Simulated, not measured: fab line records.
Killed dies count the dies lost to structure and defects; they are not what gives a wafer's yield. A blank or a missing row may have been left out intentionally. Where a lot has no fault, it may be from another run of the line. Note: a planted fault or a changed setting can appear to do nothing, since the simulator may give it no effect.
Comparing a struck lot with a sound one	flow sfq-line	41 steps out of a route of 325
Sound: these wafers, L183.2, L183.3, L183.4. Struck: wafers L195.3, L195.6 (left out: L195.2, a lot-mate that was not struck); the cause follows at the end.
Order at every step that has rows: each side's tool, ch and its chambers, its first start. Under that, the readings that differ: sound wafers	struck wafers	difference of the means	sigmas: that difference in standard deviations of wafers without a fault.
alike: readings whose means differ by less than 2 such deviations, and words and numbers that are the same on both sides. not compared: withheld readings, readings that some wafer has no value for, bounds like >300 that may hide the same value, and numbers for which the record gives no deviation and whose values overlap.
A row with sigmas, a row that says differs or no value, or rows on one side alone: a step with any of these is where the two part. Non-overlapping numbers with no deviation appear without sigmas and do not part them. Lack of a reading on every wafer of one side parts them only where that side has two or more wafers.

first, 6 steps without rows for these wafers: SFQ_TRILAYER_C5_LITHO_COAT_156 (resist thk 62 nm); SFQ_TRILAYER_C5_LITHO_COAT_151 (resist thk 650 nm); SFQ_TRILAYER_C5_LITHO_SOFTBAKE_155; SFQ_TRILAYER_C5_LITHO_EXPOSE_152 (exposes mask C5, target cd 500 nm); SFQ_TRILAYER_C5_LITHO_PEB_154 (peb time 60 s); SFQ_TRILAYER_C5_LITHO_DEVELOP_153 (time 60 s).
SFQ_C5_OVL_MEAS_937:
  sound on overlay-01, day 59 20:22; struck on overlay-01, day 64 00:59
  alike: C5_OVL
SFQ_TRILAYER_C5_BARC_OPEN_VIA_ETCH_210: etches BARC in O2, target depth 125 nm, time 41.7 s.
  sound on rie-diel-04 ch 1,2,3, day 59 20:24; struck on rie-diel-03 ch 3, day 64 01:01
reading	sound	struck	difference	sigmas
drypump-motor-current-A (A)	5.8 4.9 5.3	6.2 6.2	+0.9	+2
  alike: bias-w, oes-product-au
  not compared: rf-hours-counter-h
then, 1 step without rows for these wafers: SFQ_TRILAYER_C5_ETCH_VIA_ETCH_154 (etches SiO2 in CHF3, stops on Nb, target depth 84 nm).
SFQ_TRILAYER_C5_STRIP_STRIP_155: strips in O2.
  sound on rie-metal-02 ch 0,1, day 59 20:29; struck on rie-metal-04 ch 0, day 64 01:19
  alike: drypump-motor-current-A, oes-product-au
  not compared: rf-hours-counter-h
then, 2 steps without rows for these wafers: SFQ_TRILAYER_C5_STRIP_SOLV_CLEAN_156 (cleans in NMP, time 600 s); SFQ_TRILAYER_M6_DEP_PRE_CLEAN_158 (time 22.5 s).
SFQ_TRILAYER_M6_DEP_SPUTTER_157: material Nb, target thk 200 nm, time 133.3 s.
  sound on pvd-sputter-06, day 59 21:17; struck on pvd-sputter-03, day 64 02:32
reading	sound	struck	difference	sigmas
cathode-dc-power-W (W)	2000.2 2000.0 1999.4	1601.7 1601.6	-398.2	-99 or more
throttle-valve-pct (%)	31.4 32.5 31.0	28.8 28.6	-2.9	-3
model.Nb_of_TRILAYER_M6_DEP_SPUTTER_157.thk-nm (nm)	196.6 195.8 197.9	161 162.7	-35	
  alike: chamber-pressure-pa
SFQ_M6_RS_MEAS_938: measurement is done with a four-point probe.
  sound on film-metro-04, day 59 21:24; struck on film-metro-04, day 64 02:56
reading	sound	struck	difference	sigmas
M6_NB_RS (ohm/sq)	0.903 0.909 0.899	1.109 1.097	+0.199	+21
  not compared: hold
then, 5 steps without rows for these wafers: SFQ_TRILAYER_M6_LITHO_COAT_159 (resist thk 600 nm); SFQ_TRILAYER_M6_LITHO_SOFTBAKE_163; SFQ_TRILAYER_M6_LITHO_EXPOSE_160 (exposes mask M6, target cd 500 nm); SFQ_TRILAYER_M6_LITHO_PEB_162 (peb time 60 s); SFQ_TRILAYER_M6_LITHO_DEVELOP_161 (time 60 s).
SFQ_M6_OVL_MEAS_940:
  sound on overlay-01, day 60 11:37; struck on overlay-02, day 64 18:14
  alike: M6_OVL
SFQ_TRILAYER_M6_BARC_OPEN_METAL_ETCH_206: etches BARC in O2, target depth 125 nm, time 41.7 s.
  sound on rie-metal-01 ch 0,1, day 60 11:38; struck on rie-metal-02 ch 1, day 64 18:16
reading	sound	struck	difference	sigmas
drypump-motor-current-A (A)	5.76 5.87 5.76	6.21 6.21	+0.41	+2
  alike: bias-w, oes-product-au
  not compared: rf-hours-counter-h
SFQ_TRILAYER_M6_ETCH_METAL_ETCH_162: etches Nb in Cl2/Ar, stops on SiO2, target depth 240 nm, time 120 s.
  sound on rie-metal-01 ch 0,1, day 60 11:42; struck on rie-metal-02 ch 1, day 64 18:20
reading	sound	struck	difference	sigmas
drypump-motor-current-A (A)	5.73 5.84 5.75	6.23 6.18	+0.43	+2
oes-product-au (a.u.)	0.892 0.878 0.880	0.786 0.793	-0.094	-13
  alike: bias-w
  not compared: rf-hours-counter-h
then, 4 steps without rows for these wafers: SFQ_TRILAYER_M6_STRIP_STRIP_163 (strips in O2); SFQ_TRILAYER_M6_STRIP_SOLV_CLEAN_164 (cleans in NMP, time 600 s); SFQ_TRILAYER_I6_DEP_PECVD_165 (deposits SiO2 from SiH4/N2O, time 111.11 s, target thk 500 nm); SFQ_TRILAYER_I6_CMP_CMP_166 (polishes SiO2).
SFQ_I6_BOW_MEAS_941:
  sound on film-metro-04, day 60 15:42; struck on film-metro-04, day 65 01:30
  alike: I6_BOW
SFQ_TRILAYER_I6_METRO_MEASURE_167:
  sound on film-metro-04, day 60 16:00; struck on film-metro-04, day 65 01:48
  alike: thk-nm
then, 6 steps without rows for these wafers: SFQ_TRILAYER_I6_VIA_LITHO_COAT_174 (resist thk 62 nm); SFQ_TRILAYER_I6_VIA_LITHO_COAT_169 (resist thk 650 nm); SFQ_TRILAYER_I6_VIA_LITHO_SOFTBAKE_173; SFQ_TRILAYER_I6_VIA_LITHO_EXPOSE_170 (exposes mask I6, target cd 700 nm); SFQ_TRILAYER_I6_VIA_LITHO_PEB_172 (peb time 60 s); SFQ_TRILAYER_I6_VIA_LITHO_DEVELOP_171 (time 60 s).
-- the record jumps here: 4 days lie between the struck wafers' starts before and after --
SFQ_I6_OVL_MEAS_942:
  sound on overlay-01, day 62 03:03; struck on overlay-02, day 69 03:56
  alike: I6_OVL
then, 1 step without rows for these wafers: SFQ_TRILAYER_I6_VIA_BARC_OPEN_VIA_ETCH_235 (etches BARC in O2, target depth 125 nm, time 41.7 s).
SFQ_TRILAYER_I6_VIA_ETCH_VIA_ETCH_172: etches SiO2 in CHF3, stops on Nb, target depth 260 nm.
  sound on rie-diel-01 ch 0,1,3, day 62 03:07; struck on rie-diel-02 ch 0,1, day 69 03:59
  alike: bias-w, drypump-motor-current-A, oes-product-au
then, 3 steps without rows for these wafers: SFQ_TRILAYER_I6_VIA_STRIP_STRIP_173 (strips in O2); SFQ_TRILAYER_I6_VIA_STRIP_SOLV_CLEAN_174 (cleans in NMP, time 600 s); SFQ_TRILAYER_M7_DEP_PRE_CLEAN_176 (time 22.5 s).
-- the record jumps here: 7 days lie between the struck wafers' starts before and after --
SFQ_M8_BOW_MEAS_951:
  sound on film-metro-04, day 73 07:31; struck on film-metro-04, day 76 08:16
reading	sound	struck	difference	sigmas
model.etest.m6.ohm-um	1.818 1.819 1.799	2.191 2.161	+0.364	
model.etest.i5.link-ohm	2.285 2.307 2.295	2.526 2.515	+0.225	
model.etest.c5.link-ohm	8.089 7.996 8.055	8.216 8.319	+0.221	
model.etest.i6.link-ohm	1.872 1.895 1.884	2.087 2.076	+0.198	
model.etest.m6.ohm-sq	0.9047 0.9085 0.8989	1.105 1.093	+0.195	
  alike: M8_BOW

== WHERE THEY PART ==
First at SFQ_TRILAYER_C5_BARC_OPEN_VIA_ETCH_210; last, within this record, at SFQ_TRILAYER_M6_ETCH_METAL_ETCH_162. Later steps at which nothing parts them and some readings are alike: SFQ_I6_BOW_MEAS_941, SFQ_TRILAYER_I6_METRO_MEASURE_167, SFQ_I6_OVL_MEAS_942, SFQ_TRILAYER_I6_VIA_ETCH_VIA_ETCH_172, SFQ_M8_BOW_MEAS_951.

WHY: whatever the simulator had introduced
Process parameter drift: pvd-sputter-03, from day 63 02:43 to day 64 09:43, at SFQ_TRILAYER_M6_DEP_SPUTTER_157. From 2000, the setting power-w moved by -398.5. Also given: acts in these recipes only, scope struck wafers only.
